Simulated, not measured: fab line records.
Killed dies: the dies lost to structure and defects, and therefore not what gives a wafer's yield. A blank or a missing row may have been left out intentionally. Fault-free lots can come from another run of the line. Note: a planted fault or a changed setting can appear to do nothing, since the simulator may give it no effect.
fab line records | flow sky130 | part 2 of 2: steps 23 to 32 of 32
record: lots: 5 wafers: 15 last_day: 50
route steps=708 shown METAL4@632 VIA4@639 METAL5@661
lots with no fault: from the same line, run without faults
start_h: the number of hours between the record's first day and the start of the first shown wafer of the lot | wait_h: how many hours have passed since the lot's step before this one | " same as the row above | L1.1+2: a single row standing in for several wafers | - value missing, or start not given | * or withheld: withheld | < > ~ a bound
route shown NAME@n: names a module that has steps shown in the file, with the first one's number in the route | usual: mean/standard deviation taken from wafers without a fault | same: alike in all rows | chamber/n: place in a boat | sites: each site's reading | _std_site: standard deviation across them | _edge_site: mean of outer sites minus mean of inner sites | radius_mm: how far each site lies from the wafer's centre | mask NAME#n: copy n | behind: the last tool/chamber to shape the wafer | hold: reason for holding the lot/hours on hold/outcome of the hold | device: the n, p or np transistor that did not switch | end of line: the tests these same wafers got at the end of their route | a step given without rows: its recipe and nothing more | killed: at the first sort, the dies lost to defects and structure; wafer yield is something else | map: a wafer's dies, marking killed ones x, the rest . and places with no die _
set.NAME: the run value of the setting; set.NAME@STEP: its run value at that earlier step | model.NAME: the simulator's own value behind a step, which no gauge read
certain route steps with their lots: each step a table, each wafer a row
services: the hour from which a tool's chamber was out of use, counted from the record's first day as start_h (under 0 if before that day), plus the number of hours and why
== steps ==
step: SKY_VIA4_CLEAN_15
recipe: chemistry: IPA time_s: 180 temp_c: 25
usual: temp_c: 25.02/0.11
same: time_s: 180
columns lot.wafer tool chamber start_h wait_h temp_c
L074.2 wet_bench-02 2 1004.26 0.0 25.04
L074.4 " 2 " " 25.05
L074.6 " 2 " " 25.10
L080.2 wet_bench-02 1 1065.32 0.0 24.94
L080.3 " 1 " " 24.96
L080.4 " 1 " " 25.05
L087.1 wet_bench-02 2 1090.41 0.0 25.14
L087.3 " 2 " " 24.93
L087.5 " 2 " " 25.14
L089.2 wet_bench-01 3 1096.02 0.0 24.93
L089.4 " 3 " " 24.87
L089.6 " 3 " " 25.09
L095.3 wet_bench-01 3 1132.06 0.0 25.14
L095.4 " 3 " " 25.11
L095.5 " 3 " " 25.17
step: SKY_VIA4_CLEAN_16
recipe: chemistry: O3/DIW dry: n2_spin
columns lot.wafer tool chamber start_h wait_h
L074.2+4+6 wet_bench-04 3 1004.32 0.0
L080.2+3+4 wet_bench-04 1 1065.38 0.0
L087.1+3+5 wet_bench-04 0 1090.46 0.0
L089.2+4+6 wet_bench-04 1 1096.08 0.0
L095.3+4+5 wet_bench-01 3 1132.12 0.0
step: SKY_VIA4_SPUTTER_17
recipe: material: TiN target_thk_nm: 20 chamber_pressure_pa: 5 power_w: 4000 time_s: 80
usual: chamber_pressure_pa: 4.999/0.0095 throttle_valve_pct: 29.9/0.83
same: time_s: 80
columns lot.wafer tool chamber start_h wait_h chamber_pressure_pa throttle_valve_pct
L074.2 pvd_sputter-02 - 1004.42 0.0 5.000 29.3
L074.4 " - " " 5.009 30.0
L074.6 " - " " 5.000 29.9
L080.2 pvd_sputter-01 - 1065.47 0.0 5.003 30.9
L080.3 " - " " 4.994 31.0
L080.4 " - " " 4.982 29.7
L087.1 pvd_sputter-02 - 1090.56 0.0 4.989 30.2
L087.3 " - " " 4.992 29.0
L087.5 " - " " 5.004 30.0
L089.2 pvd_sputter-01 - 1096.18 0.0 5.001 30.8
L089.4 " - " " 5.001 31.2
L089.6 " - " " 5.000 30.8
L095.3 pvd_sputter-02 - 1132.22 0.0 4.991 30.1
L095.4 " - " " 4.985 29.3
L095.5 " - " " 5.000 28.9
step: SKY_VIA4_CVD_18
recipe: material: W target_thk_nm: 505 time_s: 152.14 temp_c: 400 pressure_torr: 40
usual: heater_power_w: 836/47
same: time_s: 152.14
columns lot.wafer tool chamber start_h wait_h heater_power_w
L074.2 cvd_w-01 0 1004.49 0.0 804
L074.4 " 1 " " 816
L074.6 " 0 " " 782
L080.2 cvd_w-01 1 1065.54 0.0 805
L080.3 " 0 " " 799
L080.4 " 1 " " 816
L087.1 cvd_w-02 0 1090.63 0.0 916
L087.3 " 0 " " 919
L087.5 " 1 " " 800
L089.2 cvd_w-02 1 1096.24 0.0 807
L089.4 " 1 " " 829
L089.6 " 0 " " 909
L095.3 cvd_w-02 0 1132.33 0.1 892
L095.4 " 1 " " 831
L095.5 " 0 " " 899
step: SKY_VIA4_RS_MEAS_19
recipe: thk_meas_gauge: four-point-probe reads: W_of_VIA4_CVD_18+TiN_of_VIA4_SPUTTER_17
usual: VIA4_W_RS: 0.2261/0.0021
columns lot.wafer tool chamber start_h wait_h VIA4_W_RS[ohm/sq]
L074.2 film_metro-01 - 1004.66 0.1 0.2225
L074.4 " - " " 0.2231
L074.6 " - " " 0.2267
L080.2 film_metro-01 - 1065.71 0.1 0.2244
L080.3 " - " " 0.2236
L080.4 " - " " 0.2235
L087.1 film_metro-02 - 1090.78 0.1 0.2293
L087.3 " - " " 0.2274
L087.5 " - " " 0.2273
L089.2 film_metro-03 - 1096.42 0.1 0.2257
L089.4 " - " " 0.2259
L089.6 " - " " 0.2228
L095.3 film_metro-01 - 1132.47 0.1 0.2257
L095.4 " - " " 0.2269
L095.5 " - " " 0.2250
step: SKY_VIA4_THK_MEAS_20
recipe: thk_meas_gauge: xrf reads: W_of_VIA4_CVD_18
usual: VIA4_W_THK: 507/7.1
columns lot.wafer tool chamber start_h wait_h VIA4_W_THK[nm]
L074.2 film_metro-01 - 1004.77 0.1 511
L074.4 " - " " 509
L074.6 " - " " 497
L080.2 film_metro-01 - 1065.82 0.1 513
L080.3 " - " " 516
L080.4 " - " " 517
L087.1 film_metro-02 - 1090.90 0.1 504
L087.3 " - " " 507
L087.5 " - " " 512
L089.2 film_metro-03 - 1096.53 0.1 503
L089.4 " - " " 504
L089.6 " - " " 507
L095.3 film_metro-01 - 1132.57 0.1 511
L095.4 " - " " 507
L095.5 " - " " 510
step: SKY_VIA4_CMP_21
recipe: stop_on: SiO2 t_overpolish_s: 23.17 down_force_psi: 3.5 platen_rpm: 60 target_thk_nm: 0 pad_velocity_m_s: 0.94248
usual: motor_current_A: 11.4/1.7 overpolish_run_s: 23.170/0.0088 time_to_endpoint_s: 123/5.7
columns lot.wafer tool chamber start_h wait_h motor_current_A overpolish_run_s time_to_endpoint_s
L074.4 cmp-02 1 1004.87 0.1 10.8 23.163 129
L074.2 " 2 " " 10.8 23.175 123
L074.6 " 1 " " 10.3 23.162 129
L080.2 cmp-02 2 1065.87 0.0 10.7 23.169 126
L080.3 " 3 " " 9.9 23.166 132
L080.4 " 0 " " 15.4 23.182 126
L087.3 cmp-02 0 1091.01 0.1 14.3 23.172 124
L087.1 " 1 " " 11.3 23.178 129
L087.5 " 3 " " 10.4 23.160 126
L089.2 cmp-02 2 1096.58 0.0 10.3 23.174 126
L089.4 " 3 " " 9.5 23.168 126
L089.6 " 2 " " 10.8 23.162 124
L095.4 cmp-02 1 1132.71 0.1 11.1 23.190 128
L095.3 " 2 " " 9.8 23.170 119
L095.5 " 0 " " 15.3 23.173 117
step: SKY_METAL5_SPUTTER_00
recipe: material: Ti target_thk_nm: 15 power_w: 3000 time_s: 10 chamber_pressure_pa: 0.4
usual: chamber_pressure_pa: 0.4000/0.00081 throttle_valve_pct: 30.1/1.1
same: time_s: 10
columns lot.wafer tool chamber start_h wait_h chamber_pressure_pa throttle_valve_pct
L074.2 pvd_sputter-04 - 1005.12 0.1 0.4008 28.7
L074.4 " - " " 0.3991 31.3
L074.6 " - " " 0.4004 30.7
L080.2 pvd_sputter-01 - 1066.17 0.2 0.4009 29.8
L080.3 " - " " 0.4011 30.7
L080.4 " - " " 0.3998 31.2
L087.1 pvd_sputter-03 - 1091.26 0.1 0.3995 31.3
L087.3 " - " " 0.3990 30.2
L087.5 " - " " 0.3984 27.7
L089.2 pvd_sputter-01 - 1096.88 0.2 0.4002 28.8
L089.4 " - " " 0.4014 29.6
L089.6 " - " " 0.4004 28.9
L095.3 pvd_sputter-03 - 1132.91 0.1 0.4006 30.9
L095.4 " - " " 0.4001 31.5
L095.5 " - " " 0.4006 31.3
step: SKY_METAL5_SPUTTER_01
recipe: material: TiN target_thk_nm: 20 power_w: 6500 time_s: 16.7 chamber_pressure_pa: 0.4
usual: chamber_pressure_pa: 0.4000/0.00076 throttle_valve_pct: 30.1/1.1
same: time_s: 16.7
columns lot.wafer tool chamber start_h wait_h chamber_pressure_pa throttle_valve_pct
L074.2 pvd_sputter-04 - 1005.14 0.0 0.4003 28.8
L074.4 " - " " 0.4008 31.3
L074.6 " - " " 0.4002 30.6
L080.2 pvd_sputter-01 - 1066.19 0.0 0.4017 29.8
L080.3 " - " " 0.4004 30.9
L080.4 " - " " 0.4007 31.4
L087.1 pvd_sputter-03 - 1091.28 0.0 0.3994 31.5
L087.3 " - " " 0.3991 30.6
L087.5 " - " " 0.4008 27.7
L089.2 pvd_sputter-01 - 1096.90 0.0 0.4005 28.8
L089.4 " - " " 0.3997 29.6
L089.6 " - " " 0.3988 28.9
L095.3 pvd_sputter-03 - 1132.94 0.0 0.4001 30.9
L095.4 " - " " 0.3994 31.4
L095.5 " - " " 0.4000 31.5
step: SKY_METAL5_SPUTTER_02
recipe: material: AlCu target_thk_nm: 1150 power_w: 10600 time_s: 61.2 chamber_pressure_pa: 0.4
usual: chamber_pressure_pa: 0.4000/0.00085 throttle_valve_pct: 30.1/1.1
same: time_s: 61.2
columns lot.wafer tool chamber start_h wait_h chamber_pressure_pa throttle_valve_pct
L074.2 pvd_sputter-04 - 1005.17 0.0 0.4008 28.7
L074.4 " - " " 0.4000 31.5
L074.6 " - " " 0.3994 30.3
L080.2 pvd_sputter-01 - 1066.22 0.0 0.4002 29.7
L080.3 " - " " 0.3995 30.6
L080.4 " - " " 0.4000 31.0
L087.1 pvd_sputter-03 - 1091.31 0.0 0.3980 31.5
L087.3 " - " " 0.4003 30.2
L087.5 " - " " 0.3988 27.7
L089.2 pvd_sputter-01 - 1096.92 0.0 0.4004 28.9
L089.4 " - " " 0.3989 29.6
L089.6 " - " " 0.3998 28.7
L095.3 pvd_sputter-03 - 1132.96 0.0 0.4013 30.7
L095.4 " - " " 0.3995 31.3
L095.5 " - " " 0.4002 31.3
== services ==
columns tool chamber start_h hours kind
cvd_w-01 1 955.94 7.3 repair
pvd_sputter-04 - 958.96 1.2 repair
plasma_asher-03 - 961.75 1.2 repair
iline_stepper-02 - 967.05 1.7 pm
rie_metal-04 - 970.30 2.2 repair
rie_metal-03 - 973.22 14.6 pm
rie_diel-03 - 984.69 0.5 repair
plasma_asher-01 - 990.56 1.6 repair
rie_metal-03 1 995.99 189.0 repair
cmp-02 - 1014.10 1.8 repair
rie_diel-02 2 1030.28 16.9 repair
rie_diel-02 3 1032.05 34.1 repair
plasma_asher-04 - 1046.80 2.8 pm
cmp-02 - 1047.34 5.1 pm
hdpcvd-01 2 1059.77 22.4 repair
rie_metal-02 1 1068.25 12.4 repair
rie_diel-01 1 1070.26 15.4 repair
cvd_w-01 - 1079.95 3.8 pm
cmp-02 - 1082.84 0.9 repair
pvd_sputter-01 - 1087.77 1.4 repair
rie_diel-01 0 1104.81 2.6 repair
rie_metal-04 - 1115.16 2.8 pm
rie_diel-01 - 1124.31 0.8 repair
wet_bench-03 - 1131.84 0.8 repair
